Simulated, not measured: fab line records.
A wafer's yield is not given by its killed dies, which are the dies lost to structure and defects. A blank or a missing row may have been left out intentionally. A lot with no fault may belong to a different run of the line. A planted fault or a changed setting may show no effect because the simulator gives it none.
Check of tool commonality | flow gf180mcu | Sampled: 12 lots, 32 wafers

REASON IT WAS OPENED
Of 12 lots, 2 have the reading CONTACT_W_RS flagged at GF_CONTACT_RS_MEAS_25. Wafers without a fault read 0.384 ohm/sq, standard deviation 0.0032.
Rule: a lot is flagged when every wafer of it that has a number lies more than 4 standard deviations from that mean, or none has a number. The other lots count as sound.

lot  | measured     | on           | CONTACT_W_RS (ohm/sq), wafer by wafer | flag
L939 | day 16 13:18 | filmMetro-02 | 0.386 0.390 0.388                     | 
L940 | day 16 19:00 | filmMetro-02 | 0.374 0.384 0.378                     | 
L941 | day 17 05:32 | filmMetro-04 | 0.386 0.381 0.383                     | 
L945 | day 18 18:03 | filmMetro-01 | 0.255                                 | FLAGGED
L946 | day 19 05:26 | filmMetro-02 | 0.254                                 | FLAGGED
L947 | day 19 06:23 | filmMetro-01 | 0.388 0.384 0.378                     | 
L955 | day 22 09:00 | filmMetro-04 | 0.385 0.381 0.384                     | 
L956 | day 22 17:10 | filmMetro-02 | 0.382 0.382 0.384                     | 
L957 | day 22 21:50 | filmMetro-02 | 0.382 0.385 0.379                     | 
L958 | day 23 06:16 | filmMetro-02 | 0.385 0.381 0.380                     | 
L959 | day 23 12:29 | filmMetro-04 | 0.386 0.382 0.382                     | 
L961 | day 24 10:37 | filmMetro-04 | 0.386 0.383 0.385                     | 
On average the flagged lots' numbers are 0.255 ohm/sq, which is -0.130 ohm/sq against the usual, or -40 standard deviations.

WHICH TOOL EACH LOT WENT THROUGH
The record holds 2 process steps before the reading, out of a route of 602 steps. Cell contents, in order: the tool; ch with the chambers the sampled wafers went through; the start.
lot  | flag    | GF_CONTACT_SPUTTER_22       | GF_CONTACT_CVD_24
L939 |         | pvdSputter-04, day 16 13:06 | cvdW-02 ch 0,1, day 16 13:12
L940 |         | pvdSputter-03, day 16 18:47 | cvdW-01 ch 0,1, day 16 18:53
L941 |         | pvdSputter-03, day 17 05:14 | cvdW-02 ch 0, day 17 05:20
L945 | FLAGGED | pvdSputter-03, day 18 17:47 | cvdW-02 ch 0, day 18 17:56
L946 | FLAGGED | pvdSputter-04, day 19 05:11 | cvdW-02 ch 0, day 19 05:19
L947 |         | pvdSputter-03, day 19 06:11 | cvdW-01 ch 0,1, day 19 06:17
L955 |         | pvdSputter-04, day 22 08:48 | cvdW-01 ch 0,1, day 22 08:54
L956 |         | pvdSputter-03, day 22 16:56 | cvdW-01 ch 0,1, day 22 17:02
L957 |         | pvdSputter-01, day 22 21:38 | cvdW-02 ch 0,1, day 22 21:44
L958 |         | pvdSputter-01, day 23 06:02 | cvdW-01 ch 0,1, day 23 06:08
L959 |         | pvdSputter-03, day 23 12:17 | cvdW-02 ch 0, day 23 12:23
L961 |         | pvdSputter-01, day 24 10:23 | cvdW-02 ch 0,1, day 24 10:29
What these steps do:
- GF_CONTACT_SPUTTER_22: material Ti, target thk 15 nm, time 80.02 s.
- GF_CONTACT_CVD_24: deposits W, target thk 300 nm, time 90.339 s.
- GF_CONTACT_RS_MEAS_25: measures by four-point-probe.

FLAGGED AGAINST TOTAL, ONE TOOL AT A TIME (gauges that did the reading follow at the end)
step                  | tool          | lots run | flagged | share of the flagged lots | sound lots run after its first flagged lot
GF_CONTACT_SPUTTER_22 | pvdSputter-01 | 3        | 0       | none                      | -
GF_CONTACT_SPUTTER_22 | pvdSputter-03 | 6        | 1       | some                      | 3 (L947,L956,L959)
GF_CONTACT_SPUTTER_22 | pvdSputter-04 | 3        | 1       | some                      | 1 (L955)
GF_CONTACT_CVD_24     | cvdW-01       | 5        | 0       | none                      | -
GF_CONTACT_CVD_24     | cvdW-02       | 7        | 2       | all                       | 3 (L957,L959,L961)
GF_CONTACT_RS_MEAS_25 | filmMetro-01  | 2        | 1       | some                      | 1 (L947)
GF_CONTACT_RS_MEAS_25 | filmMetro-02  | 6        | 1       | some                      | 3 (L956,L957,L958)
GF_CONTACT_RS_MEAS_25 | filmMetro-04  | 4        | 0       | none                      | -

WHAT THE TABLE PERMITS
All flagged lots share 1 row of the table, namely cvdW-02 at GF_CONTACT_CVD_24.
- cvdW-02 at GF_CONTACT_CVD_24 ran 7 lots, 2 of them flagged. Lots that were sound ran on it after the first flagged one (L957, L959, L961); a persistent fault on the entire tool would not allow that. Its own readings lie more than 4 standard deviations out on every wafer of the flagged lots: susceptorTempC.
No row of the table ran every flagged lot and no sound lot after the first.

WHAT HAD BEEN PUT IN BY THE SIMULATOR
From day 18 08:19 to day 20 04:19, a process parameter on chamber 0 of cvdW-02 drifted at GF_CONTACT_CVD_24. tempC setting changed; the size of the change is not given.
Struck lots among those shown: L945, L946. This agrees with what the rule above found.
